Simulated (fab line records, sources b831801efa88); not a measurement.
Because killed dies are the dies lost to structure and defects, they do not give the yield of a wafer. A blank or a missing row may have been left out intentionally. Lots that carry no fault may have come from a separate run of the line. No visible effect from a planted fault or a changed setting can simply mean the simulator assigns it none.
The tool behind it: which one? | flow gf180mcu | 36 wafers from 12 lots sampled at 5 of the route's 602 steps

## WHAT THE GAUGES READ, wafer by wafer
GF_LVPWELL_TW_MEAS_11. Usual: LVPWELL_TW gives 563 (standard deviation 3.4).
lot  | measured    | on            | LVPWELL_TW  | flag
L583 | day 3 21:46 | film_metro-02 | 559 560 558 |
L584 | day 4 01:52 | film_metro-03 | 564 567 567 |
L585 | day 4 11:25 | film_metro-03 | 564 564 563 |
L589 | day 5 09:38 | film_metro-03 | 559 560 563 |
L591 | day 5 20:30 | film_metro-02 | 556 562 559 |
L592 | day 5 22:39 | film_metro-04 | 577 575 576 | OFF
L595 | day 6 18:44 | film_metro-04 | 581 578 575 | OFF
L598 | day 7 10:47 | film_metro-03 | 561 561 562 |
L601 | day 8 01:58 | film_metro-02 | 559 564 563 |
L602 | day 8 08:05 | film_metro-04 | 567 569 566 |
L603 | day 8 15:25 | film_metro-03 | 555 558 556 |
L604 | day 8 21:02 | film_metro-02 | 558 560 564 |

GF_VT_IMPLANT_OVL_MEAS_18. Usual: VT_IMPLANT_01_OVL gives 0.7 nm (standard deviation 1.4).
lot  | measured     | on         | VT_IMPLANT_01_OVL (nm) | flag
L583 | day 6 06:47  | overlay-01 | -2.9 0.3 -0.3          |
L584 | day 6 11:35  | overlay-02 | 0.7 1.1 1.8            |
L585 | day 6 21:50  | overlay-02 | -0.7 2.6 2.5           |
L589 | day 7 23:59  | overlay-01 | 3.0 2.2 1.4            |
L591 | day 8 11:48  | overlay-02 | 1.1 1.8 1.9            |
L592 | day 8 15:07  | overlay-02 | -1.4 -1.8 -0.7         |
L595 | day 9 12:38  | overlay-02 | 0.3 0.9 0.4            |
L598 | day 10 07:17 | overlay-01 | 0.5 -1.5 0.0           |
L601 | day 11 00:41 | overlay-01 | 2.1 2.4 0.5            |
L602 | day 11 08:18 | overlay-02 | -1.0 0.8 -0.4          |
L603 | day 11 15:43 | overlay-01 | 1.4 2.1 1.2            |
L604 | day 11 21:27 | overlay-02 | 1.7 1.4 0.2            |

GF_VT_IMPLANT_RS_MEAS_48: a four-point-probe measurement. Usual: LVPWELL_RS gives 1195.9 ohm/sq (standard deviation 2.8).
lot  | measured     | on            | LVPWELL_RS (ohm/sq)  | flag
L583 | day 7 15:05  | film_metro-03 | 1191.0 1192.0 1191.5 |
L584 | day 7 19:53  | film_metro-03 | 1195.5 1194.5 1196.9 |
L585 | day 8 07:26  | film_metro-04 | 1200.4 1199.1 1201.4 |
L589 | day 9 10:08  | film_metro-02 | 1199.9 1198.2 1200.5 |
L591 | day 9 22:38  | film_metro-03 | 1196.7 1194.3 1195.4 |
L592 | day 10 02:59 | film_metro-04 | 1140.5 1137.7 1139.2 | OFF
L595 | day 11 02:08 | film_metro-02 | 1135.0 1137.4 1137.1 | OFF
L598 | day 11 21:07 | film_metro-03 | 1197.7 1197.0 1198.1 |
L601 | day 12 14:09 | film_metro-02 | 1197.8 1190.2 1195.6 |
L602 | day 12 23:22 | film_metro-02 | 1192.1 1190.2 1192.8 |
L603 | day 13 08:09 | film_metro-03 | 1198.1 1197.3 1196.2 |
L604 | day 13 14:22 | film_metro-04 | 1199.0 1198.0 1198.5 |

## TOOL THAT RAN EACH LOT (tool first, then ch and the chambers of the sampled wafers, then the start)
lot  | GF_LVPWELL_IMPLANT_09          | GF_VT_IMPLANT_RTA_45
L583 | implanter-03 ch 0, day 3 21:31 | rtp_anneal-01 ch 0, day 7 14:45
L584 | implanter-01 ch 0, day 4 01:37 | rtp_anneal-01 ch 0, day 7 19:33
L585 | implanter-01 ch 0, day 4 11:10 | rtp_anneal-01 ch 0, day 8 07:05
L589 | implanter-03 ch 0, day 5 09:23 | rtp_anneal-02 ch 0, day 9 09:47
L591 | implanter-02 ch 0, day 5 20:17 | rtp_anneal-01 ch 0, day 9 22:17
L592 | implanter-01 ch 0, day 5 22:26 | rtp_anneal-02 ch 0, day 10 02:38
L595 | implanter-01 ch 0, day 6 18:29 | rtp_anneal-02 ch 0, day 11 01:48
L598 | implanter-03 ch 0, day 7 10:32 | rtp_anneal-02 ch 0, day 11 20:47
L601 | implanter-02 ch 0, day 8 01:43 | rtp_anneal-02 ch 0, day 12 13:49
L602 | implanter-02 ch 0, day 8 07:50 | rtp_anneal-02 ch 0, day 12 23:02
L603 | implanter-02 ch 0, day 8 15:10 | rtp_anneal-02 ch 0, day 13 07:49
L604 | implanter-02 ch 0, day 8 20:47 | rtp_anneal-02 ch 0, day 13 14:02
- GF_LVPWELL_IMPLANT_09
- GF_VT_IMPLANT_RTA_45: time 30 s.

## AS READ BY THE TOOLS THEMSELVES (means over the sampled wafers that have a number; for cases with no such wafer, the mark the record gives instead)
GF_LVPWELL_IMPLANT_09. Usual: beam_on_s 10.01 s, standard deviation 0.19; faraday_current_uA 28.2, standard deviation 0.53; tilt_deg -0.003 degrees, standard deviation 0.019.
lot  | tool         | beam_on_s (s) | faraday_current_uA | tilt_deg (degrees) | flag
L583 | implanter-03 | 9.99          | 28.3               | -0.008             |
L584 | implanter-01 | 9.90          | 28.5               | 0.028              |
L585 | implanter-01 | 9.95          | 28.3               | 0.020              |
L589 | implanter-03 | 9.90          | 28.4               | -0.009             |
L591 | implanter-02 | 10.04         | 28.1               | 0.001              |
L592 | implanter-01 | 13.03         | 21.7               | 0.009              | OFF
L595 | implanter-01 | 12.67         | 22.3               | 0.019              | OFF
L598 | implanter-03 | 10.20         | 27.6               | 0.001              |
L601 | implanter-02 | 10.02         | 28.2               | -0.001             |
L602 | implanter-02 | 9.83          | 28.6               | -0.025             |
L603 | implanter-02 | 10.07         | 28.0               | 0.000              |
L604 | implanter-02 | 10.18         | 27.7               | -0.003             |

GF_VT_IMPLANT_RTA_45. Usual: chamber_o2_ppm 1.998, standard deviation 0.022; lamp_power_pct 38.9 %, standard deviation 2.4; wafer_temp_C_max 1053.0, standard deviation 0.7.
lot  | tool          | chamber_o2_ppm | lamp_power_pct (%) | wafer_temp_C_max | flag
L583 | rtp_anneal-01 | 2.002          | 35.7               | 1052.0           |
L584 | rtp_anneal-01 | 2.029          | 35.7               | 1052.9           |
L585 | rtp_anneal-01 | 2.010          | 35.7               | 1052.8           |
L589 | rtp_anneal-02 | 1.995          | 40.8               | 1052.8           |
L591 | rtp_anneal-01 | 1.996          | 35.7               | 1052.6           |
L592 | rtp_anneal-02 | 2.000          | 40.7               | 1052.8           |
L595 | rtp_anneal-02 | 1.993          | 40.7               | 1053.8           |
L598 | rtp_anneal-02 | 2.002          | 40.7               | 1052.9           |
L601 | rtp_anneal-02 | 1.969          | 40.7               | 1053.6           |
L602 | rtp_anneal-02 | 2.018          | 40.8               | 1053.1           |
L603 | rtp_anneal-02 | 1.999          | 40.8               | 1052.5           |
L604 | rtp_anneal-02 | 2.034          | 40.8               | 1052.9           |

## THE ANSWER, worked out from the rows above alone
Rule: a lot counts as off when the mean over its wafers that have a number is more than 3 standard deviations away from the usual mean. Also off: a lot with no number at a reading for which 4 or more lots have one. The other lots that the step has rows for count as sound. Order of review: gauges by route order, followed by the tools' own readings, for which a lot's mean as printed above is used. The first step at which some lot is off is used, and at that step the reading that is off furthest; a lot without a number counts as furthest.
Off: L592, L595, seen at GF_LVPWELL_TW_MEAS_11 (LVPWELL_TW).
A tool fits if, at a process step before that reading, it ran every lot that is off, and no sound lot after the first of them. The gauges at GF_LVPWELL_TW_MEAS_11 aren't tried: what is off there is off at GF_LVPWELL_IMPLANT_09 too, on other tools, and a gauge's error can't cause that. One fits: GF_LVPWELL_IMPLANT_09 on implanter-01. Its last sound lot is L585 (day 4 11:10), its first lot that is off L592 (day 5 22:26): a fault that began between those two fits.
The tool's own readings at GF_LVPWELL_IMPLANT_09 bear it out: on the lots that are off they differ by more than 5 times the standard deviation of the sound lots' means. beam_on_s reads 12.85 s there against 10.01 s on the sound lots; faraday_current_uA reads 22.0 there against 28.2 on the sound lots.

## WHAT WAS PUT IN BY THE SIMULATOR
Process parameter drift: implanter-01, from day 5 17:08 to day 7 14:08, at GF_LVPWELL_IMPLANT_09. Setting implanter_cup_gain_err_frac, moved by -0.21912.
Lots struck among those shown: L592, L595. Same finding as the rule above.
